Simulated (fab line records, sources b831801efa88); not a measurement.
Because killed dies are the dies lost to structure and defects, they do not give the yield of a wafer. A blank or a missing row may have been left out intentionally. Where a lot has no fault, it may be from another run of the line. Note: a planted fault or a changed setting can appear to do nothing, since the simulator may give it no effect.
Which tool was responsible?    flow sky130    12 lots, 35 wafers sampled, at 4 steps of a route of 708

== WHAT EACH GAUGE READ, for each wafer ==
SKY_LI_CONTACT_CD_MEAS_12 targets a cd of 170 nm.
lot   measured      on         cd-nm (nm)
L409  day 29 04:58  cd-sem-02  169.8 170.6 169.5
L411  day 29 18:25  cd-sem-01  169.4 169.4 169.1
L412  day 30 04:58  cd-sem-01  171.4 170.6 170.8
L413  day 30 21:26  cd-sem-01  169.9 170.7 170.2
L414  day 32 01:04  cd-sem-02  169.7 170.9 169.9
L417  day 32 07:30  cd-sem-02  170.3 169.3 169.6
L419  day 33 01:32  cd-sem-01  170.8 170.3 170.9
L420  day 33 09:14  cd-sem-01  170.3 166.3
L421  day 33 11:20  cd-sem-02  163.8 168.8 167.7
L427  day 35 16:58  cd-sem-01  170.1 171.1 168.8
L428  day 35 23:10  cd-sem-01  171.8 171.6 170.9
L431  day 36 08:34  cd-sem-02  171.5 171.0 170.0

SKY_LOCAL_INTERCONNECT_OVL_MEAS_12.
lot   measured      on          LOCAL_INTERCONNECT_OVL (nm)
L409  day 30 10:47  overlay-01  2 -5 -2
L411  day 30 23:47  overlay-02  1 -2 -4
L412  day 31 10:34  overlay-01  -8 -10 -2
L413  day 32 02:59  overlay-02  10 4 12
L414  day 33 05:51  overlay-02  4 6 2
L417  day 33 11:30  overlay-02  -4 0 0
L419  day 34 05:10  overlay-01  6 4 -1
L420  day 34 13:13  overlay-02  6 6
L421  day 34 14:49  overlay-02  -5 -3 0
L427  day 36 19:28  overlay-02  -3 -14 -4
L428  day 37 03:20  overlay-01  5 -3 -5
L431  day 37 11:54  overlay-01  -11 -12 -17

== EACH LOT AND THE TOOL THAT RAN IT (in order: tool; ch and the chambers of the sampled wafers; start) ==
lot   SKY_LI_CONTACT_EXPOSE_09           SKY_LI_CONTACT_ETCH_15
L409  krf-scanner-01 ch 0, day 28 14:26  rie-diel-04 ch 0,1,3, day 29 05:09
L411  krf-scanner-02 ch 0, day 29 05:25  rie-diel-02 ch 0,1, day 29 18:33
L412  krf-scanner-02 ch 0, day 29 15:43  rie-diel-01 ch 0,1,2, day 30 05:08
L413  krf-scanner-02 ch 0, day 30 08:07  rie-diel-02 ch 0,1,3, day 30 21:38
L414  krf-scanner-02 ch 0, day 31 11:17  rie-diel-04 ch 0,2, day 32 01:14
L417  krf-scanner-02 ch 0, day 31 18:32  rie-diel-04 ch 0,1,3, day 32 07:41
L419  krf-scanner-01 ch 0, day 32 12:28  rie-diel-02 ch 0,2,3, day 33 01:44
L420  krf-scanner-02 ch 0, day 32 20:31  rie-diel-01 ch 0,1, day 33 09:24
L421  krf-scanner-02 ch 0, day 32 22:28  rie-diel-02 ch 0,1,3, day 33 11:29
L427  krf-scanner-02 ch 0, day 35 03:55  rie-diel-01 ch 1,2,3, day 35 17:08
L428  krf-scanner-01 ch 0, day 35 10:28  rie-diel-04 ch 0,2,3, day 35 23:22
L431  krf-scanner-02 ch 0, day 35 20:32  rie-diel-01 ch 0,1,3, day 36 08:46
- SKY_LI_CONTACT_EXPOSE_09: exposes mask LICM1, target cd 170 nm.
- SKY_LI_CONTACT_ETCH_15: etches PSG in C4F8/O2/Ar, stops on Si, target depth 600 nm.

== AS READ BY THE TOOLS THEMSELVES (means over the sampled wafers that have a number; for cases with no such wafer, the mark the record gives instead) ==
SKY_LI_CONTACT_EXPOSE_09.
lot   tool            focus-offset-nm (nm)
L409  krf-scanner-01  0.1
L411  krf-scanner-02  0.2
L412  krf-scanner-02  0.3
L413  krf-scanner-02  0.4
L414  krf-scanner-02  -0.3
L417  krf-scanner-02  0.8
L419  krf-scanner-01  -0.5
L420  krf-scanner-02  0.8
L421  krf-scanner-02  -0.2
L427  krf-scanner-02  -0.4
L428  krf-scanner-01  0.2
L431  krf-scanner-02  -0.1

SKY_LI_CONTACT_ETCH_15.
lot   tool         oes-product-au (a.u.)
L409  rie-diel-04  0.840
L411  rie-diel-02  0.841
L412  rie-diel-01  0.837
L413  rie-diel-02  0.829
L414  rie-diel-04  0.836
L417  rie-diel-04  0.838
L419  rie-diel-02  0.836
L420  rie-diel-01  0.833
L421  rie-diel-02  0.836
L427  rie-diel-01  0.837
L428  rie-diel-04  0.833
L431  rie-diel-01  0.834

== THE ANSWER, worked out from the rows above alone ==
Rule: the usual values come from the lots themselves. Put in order of their means at a reading, lots are off if they are a third of the lots or fewer, leave a main group of 4 or more, and stand apart from it by a gap of 3 or more times the standard deviation of the main group's means; of several such gaps the widest counts. Not used: any main group whose means are identical at the precision the tables above print for the reading. A lot without any number at a reading at which 4 lots or more have one is off too. The other lots that the step has rows for count as sound. After the gauges, taken in route order, come the tools' own readings; for these a lot's mean is taken, as printed above. The first step at which some lot is off is used, and at that step the reading that is off furthest; a lot without a number counts as furthest.
None of the lots is off at any reading shown; this tells nothing.

== WHAT THE SIMULATOR HAD INSERTED ==
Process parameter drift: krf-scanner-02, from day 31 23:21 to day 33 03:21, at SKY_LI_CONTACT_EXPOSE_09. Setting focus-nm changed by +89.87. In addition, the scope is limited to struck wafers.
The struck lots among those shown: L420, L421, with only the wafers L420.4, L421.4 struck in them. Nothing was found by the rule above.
